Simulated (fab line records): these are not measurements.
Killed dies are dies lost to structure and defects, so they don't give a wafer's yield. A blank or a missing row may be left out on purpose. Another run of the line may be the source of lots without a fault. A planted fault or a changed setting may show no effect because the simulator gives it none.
Which tool is to blame? || flow sky130 || 13 lots with 39 wafers sampled at 4 steps, on a route of 708 steps

WHAT THE GAUGES SHOWED, per wafer
SKY_PWDE_OVL_MEAS_07. Usual: PWDE_OVL gives -1.1 nm (standard deviation 1).
{"lot": "L536", "measured": "day 3 19:01", "on": "overlay-02", "PWDE_OVL (nm)": "-0.7 -1.6 -0.9", "flag": ""}
{"lot": "L538", "measured": "day 4 10:05", "on": "overlay-02", "PWDE_OVL (nm)": "0.6 0.2 -0.2", "flag": ""}
{"lot": "L539", "measured": "day 4 12:08", "on": "overlay-01", "PWDE_OVL (nm)": "-1.0 -0.6 -1.3", "flag": ""}
{"lot": "L540", "measured": "day 4 18:53", "on": "overlay-02", "PWDE_OVL (nm)": "-1.1 -0.8 -1.1", "flag": ""}
{"lot": "L542", "measured": "day 5 06:50", "on": "overlay-02", "PWDE_OVL (nm)": "-0.7 1.4 -0.7", "flag": ""}
{"lot": "L543", "measured": "day 5 12:00", "on": "overlay-02", "PWDE_OVL (nm)": "-0.8 -0.9 -3.0", "flag": ""}
{"lot": "L544", "measured": "day 5 15:57", "on": "overlay-02", "PWDE_OVL (nm)": "-1.5 -0.8 -1.1", "flag": ""}
{"lot": "L547", "measured": "day 6 09:26", "on": "overlay-02", "PWDE_OVL (nm)": "0.9 0.4 0.8", "flag": ""}
{"lot": "L548", "measured": "day 6 17:17", "on": "overlay-01", "PWDE_OVL (nm)": "-1.2 -1.2 -1.1", "flag": ""}
{"lot": "L549", "measured": "day 6 21:23", "on": "overlay-01", "PWDE_OVL (nm)": "0.1 -1.9 -1.4", "flag": ""}
{"lot": "L554", "measured": "day 8 05:47", "on": "overlay-02", "PWDE_OVL (nm)": "-1.4 -1.3 0.1", "flag": ""}
{"lot": "L555", "measured": "day 8 07:09", "on": "overlay-01", "PWDE_OVL (nm)": "-0.8 -2.2 -2.4", "flag": ""}
{"lot": "L556", "measured": "day 8 11:31", "on": "overlay-02", "PWDE_OVL (nm)": "-1.2 -2.6 -3.4", "flag": ""}

SKY_NWELL_OVL_MEAS_10. Usual: NWELL_00_OVL gives 0.8 nm (standard deviation 1.2).
{"lot": "L536", "measured": "day 4 11:32", "on": "overlay-01", "NWELL_00_OVL (nm)": "0.7 0.2 -0.2", "flag": ""}
{"lot": "L538", "measured": "day 5 03:59", "on": "overlay-01", "NWELL_00_OVL (nm)": "1.9 -0.7 -0.1", "flag": ""}
{"lot": "L539", "measured": "day 5 06:22", "on": "overlay-02", "NWELL_00_OVL (nm)": "0.8 0.0 -0.3", "flag": ""}
{"lot": "L540", "measured": "day 5 13:41", "on": "overlay-01", "NWELL_00_OVL (nm)": "0.3 0.2 1.5", "flag": ""}
{"lot": "L542", "measured": "day 6 01:54", "on": "overlay-02", "NWELL_00_OVL (nm)": "-0.1 -1.8 -0.8", "flag": ""}
{"lot": "L543", "measured": "day 6 05:28", "on": "overlay-01", "NWELL_00_OVL (nm)": "2.2 0.5 1.5", "flag": ""}
{"lot": "L544", "measured": "day 6 10:54", "on": "overlay-01", "NWELL_00_OVL (nm)": "2.6 2.4 2.4", "flag": ""}
{"lot": "L547", "measured": "day 7 04:58", "on": "overlay-01", "NWELL_00_OVL (nm)": "2.0 3.3 2.3", "flag": ""}
{"lot": "L548", "measured": "day 7 13:15", "on": "overlay-02", "NWELL_00_OVL (nm)": "-0.3 -1.0 2.3", "flag": ""}
{"lot": "L549", "measured": "day 7 17:17", "on": "overlay-01", "NWELL_00_OVL (nm)": "0.9 -0.1 0.0", "flag": ""}
{"lot": "L554", "measured": "day 9 02:25", "on": "overlay-02", "NWELL_00_OVL (nm)": "0.5 0.7 1.3", "flag": ""}
{"lot": "L555", "measured": "day 9 03:42", "on": "overlay-02", "NWELL_00_OVL (nm)": "-0.6 -0.6 -0.2", "flag": ""}
{"lot": "L556", "measured": "day 9 07:56", "on": "overlay-02", "NWELL_00_OVL (nm)": "2.6 1.5 3.7", "flag": ""}

EACH LOT AND THE TOOL THAT RAN IT (in order: tool; ch and the chambers of the sampled wafers; start)
{"lot": "L536", "SKY_FIELD_ISO_DEVELOP_12": "litho_track-03 ch 0, day 2 04:00", "SKY_FIELD_ISO_ETCH_14": "rie_diel-03 ch 0,1,3, day 2 04:29"}
{"lot": "L538", "SKY_FIELD_ISO_DEVELOP_12": "litho_track-04 ch 0, day 2 16:00", "SKY_FIELD_ISO_ETCH_14": "rie_diel-02 ch 0,2,3, day 2 16:35"}
{"lot": "L539", "SKY_FIELD_ISO_DEVELOP_12": "litho_track-04 ch 0, day 2 19:00", "SKY_FIELD_ISO_ETCH_14": "rie_diel-01 ch 1,2,3, day 2 20:02"}
{"lot": "L540", "SKY_FIELD_ISO_DEVELOP_12": "litho_track-03 ch 0, day 3 02:00", "SKY_FIELD_ISO_ETCH_14": "rie_diel-01 ch 0,2,3, day 3 02:38"}
{"lot": "L542", "SKY_FIELD_ISO_DEVELOP_12": "litho_track-01 ch 0, day 3 13:00", "SKY_FIELD_ISO_ETCH_14": "rie_diel-02 ch 0,3, day 3 13:21"}
{"lot": "L543", "SKY_FIELD_ISO_DEVELOP_12": "litho_track-01 ch 0, day 3 19:00", "SKY_FIELD_ISO_ETCH_14": "rie_diel-03 ch 1,2, day 3 19:21"}
{"lot": "L544", "SKY_FIELD_ISO_DEVELOP_12": "litho_track-04 ch 0, day 3 21:00", "SKY_FIELD_ISO_ETCH_14": "rie_diel-03 ch 0,1,2, day 3 22:11"}
{"lot": "L547", "SKY_FIELD_ISO_DEVELOP_12": "litho_track-04 ch 0, day 4 14:00", "SKY_FIELD_ISO_ETCH_14": "rie_diel-03 ch 2,3, day 4 14:29"}
{"lot": "L548", "SKY_FIELD_ISO_DEVELOP_12": "litho_track-03 ch 0, day 4 20:00", "SKY_FIELD_ISO_ETCH_14": "rie_diel-03 ch 1,3, day 4 20:29"}
{"lot": "L549", "SKY_FIELD_ISO_DEVELOP_12": "litho_track-04 ch 0, day 5 02:00", "SKY_FIELD_ISO_ETCH_14": "rie_diel-01 ch 0,1,3, day 5 02:17"}
{"lot": "L554", "SKY_FIELD_ISO_DEVELOP_12": "litho_track-01 ch 0, day 6 01:00", "SKY_FIELD_ISO_ETCH_14": "rie_diel-01 ch 0,1,2, day 6 02:12"}
{"lot": "L555", "SKY_FIELD_ISO_DEVELOP_12": "litho_track-03 ch 0, day 6 06:00", "SKY_FIELD_ISO_ETCH_14": "rie_diel-02 ch 0,1,3, day 6 06:35"}
{"lot": "L556", "SKY_FIELD_ISO_DEVELOP_12": "litho_track-03 ch 0, day 6 12:00", "SKY_FIELD_ISO_ETCH_14": "rie_diel-03 ch 0,1,2, day 6 13:14"}
- SKY_FIELD_ISO_DEVELOP_12: develop time 60 s.
- SKY_FIELD_ISO_ETCH_14: etches BARC in N2/H2, stops on SiO2, time 45.9 s, target depth 60 nm.

AS READ BY THE TOOLS THEMSELVES (means over the sampled wafers that have a number; for cases with no such wafer, the mark the record gives instead)
SKY_FIELD_ISO_DEVELOP_12. Usual: chill_plate_temp_C 22.96 C, standard deviation 0.11; developer_temp_C 21.01 C, standard deviation 0.098.
{"lot": "L536", "tool": "litho_track-03", "chill_plate_temp_C (C)": 22.96, "developer_temp_C (C)": 20.93, "flag": ""}
{"lot": "L538", "tool": "litho_track-04", "chill_plate_temp_C (C)": 22.97, "developer_temp_C (C)": 21.00, "flag": ""}
{"lot": "L539", "tool": "litho_track-04", "chill_plate_temp_C (C)": 22.90, "developer_temp_C (C)": 21.08, "flag": ""}
{"lot": "L540", "tool": "litho_track-03", "chill_plate_temp_C (C)": 23.04, "developer_temp_C (C)": 21.07, "flag": ""}
{"lot": "L542", "tool": "litho_track-01", "chill_plate_temp_C (C)": 23.02, "developer_temp_C (C)": 21.03, "flag": ""}
{"lot": "L543", "tool": "litho_track-01", "chill_plate_temp_C (C)": 22.86, "developer_temp_C (C)": 20.96, "flag": ""}
{"lot": "L544", "tool": "litho_track-04", "chill_plate_temp_C (C)": 23.14, "developer_temp_C (C)": 20.99, "flag": ""}
{"lot": "L547", "tool": "litho_track-04", "chill_plate_temp_C (C)": 23.08, "developer_temp_C (C)": 20.86, "flag": ""}
{"lot": "L548", "tool": "litho_track-03", "chill_plate_temp_C (C)": 22.93, "developer_temp_C (C)": 20.92, "flag": ""}
{"lot": "L549", "tool": "litho_track-04", "chill_plate_temp_C (C)": 22.93, "developer_temp_C (C)": 21.02, "flag": ""}
{"lot": "L554", "tool": "litho_track-01", "chill_plate_temp_C (C)": 22.96, "developer_temp_C (C)": 21.08, "flag": ""}
{"lot": "L555", "tool": "litho_track-03", "chill_plate_temp_C (C)": 22.82, "developer_temp_C (C)": 20.19, "flag": "OFF"}
{"lot": "L556", "tool": "litho_track-03", "chill_plate_temp_C (C)": 23.00, "developer_temp_C (C)": 20.12, "flag": "OFF"}

SKY_FIELD_ISO_ETCH_14. Usual: drypump_motor_current_A 5.6 A, standard deviation 0.56; oes_product_au 0.855 a.u., standard deviation 0.0046; throttle_valve_pct 13.225 %, standard deviation 0.0092.
{"lot": "L536", "tool": "rie_diel-03", "drypump_motor_current_A (A)": 5.9, "oes_product_au (a.u.)": 0.859, "throttle_valve_pct (%)": 13.239, "flag": ""}
{"lot": "L538", "tool": "rie_diel-02", "drypump_motor_current_A (A)": 5.4, "oes_product_au (a.u.)": 0.858, "throttle_valve_pct (%)": 13.226, "flag": ""}
{"lot": "L539", "tool": "rie_diel-01", "drypump_motor_current_A (A)": 6.0, "oes_product_au (a.u.)": 0.855, "throttle_valve_pct (%)": 13.224, "flag": ""}
{"lot": "L540", "tool": "rie_diel-01", "drypump_motor_current_A (A)": 6.0, "oes_product_au (a.u.)": 0.851, "throttle_valve_pct (%)": 13.216, "flag": ""}
{"lot": "L542", "tool": "rie_diel-02", "drypump_motor_current_A (A)": 5.6, "oes_product_au (a.u.)": 0.858, "throttle_valve_pct (%)": 13.222, "flag": ""}
{"lot": "L543", "tool": "rie_diel-03", "drypump_motor_current_A (A)": 5.2, "oes_product_au (a.u.)": 0.852, "throttle_valve_pct (%)": 13.221, "flag": ""}
{"lot": "L544", "tool": "rie_diel-03", "drypump_motor_current_A (A)": 5.3, "oes_product_au (a.u.)": 0.855, "throttle_valve_pct (%)": 13.222, "flag": ""}
{"lot": "L547", "tool": "rie_diel-03", "drypump_motor_current_A (A)": 5.6, "oes_product_au (a.u.)": 0.852, "throttle_valve_pct (%)": 13.229, "flag": ""}
{"lot": "L548", "tool": "rie_diel-03", "drypump_motor_current_A (A)": 6.2, "oes_product_au (a.u.)": 0.852, "throttle_valve_pct (%)": 13.224, "flag": ""}
{"lot": "L549", "tool": "rie_diel-01", "drypump_motor_current_A (A)": 5.7, "oes_product_au (a.u.)": 0.858, "throttle_valve_pct (%)": 13.227, "flag": ""}
{"lot": "L554", "tool": "rie_diel-01", "drypump_motor_current_A (A)": 6.0, "oes_product_au (a.u.)": 0.854, "throttle_valve_pct (%)": 13.227, "flag": ""}
{"lot": "L555", "tool": "rie_diel-02", "drypump_motor_current_A (A)": 5.3, "oes_product_au (a.u.)": 0.850, "throttle_valve_pct (%)": 13.224, "flag": ""}
{"lot": "L556", "tool": "rie_diel-03", "drypump_motor_current_A (A)": 5.3, "oes_product_au (a.u.)": 0.855, "throttle_valve_pct (%)": 13.224, "flag": ""}

THE ANSWER, worked out from the rows above alone
Rule: lot off if the mean of its wafers having a number is beyond 3 standard deviations from the usual mean. Also off: a lot with no number at a reading for which 4 or more lots have one. Any other lot the step has rows for is counted as sound. The gauges are gone through in route order, then the tools' own readings, and for those a lot's mean is taken as printed above. The first step at which some lot is off is used, and at that step the reading that is off furthest; a lot without a number counts as furthest.
Off at SKY_FIELD_ISO_DEVELOP_12 (developer_temp_C): L555, L556.
A tool fits if, at that step or a process step before it, it ran every lot that is off, and no sound lot after the first of them. One fits: litho_track-03 at SKY_FIELD_ISO_DEVELOP_12. Its last sound lot is L548 (day 4 20:00), its first lot that is off L555 (day 6 06:00): a fault that began between those two fits.
On the lots that are off, the tool's own readings at SKY_FIELD_ISO_DEVELOP_12 differ by more than 5 times the standard deviation of the sound lots' means, which bears it out; developer_temp_C reads 20.16 C there versus 20.99 C on the sound lots.

WHAT THE SIMULATOR HAD PUT IN
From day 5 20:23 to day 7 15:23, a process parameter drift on litho_track-03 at SKY_FIELD_ISO_DEVELOP_12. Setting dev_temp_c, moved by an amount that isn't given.
Shown lots that were struck: L555, L556. The rule given above showed the same thing.
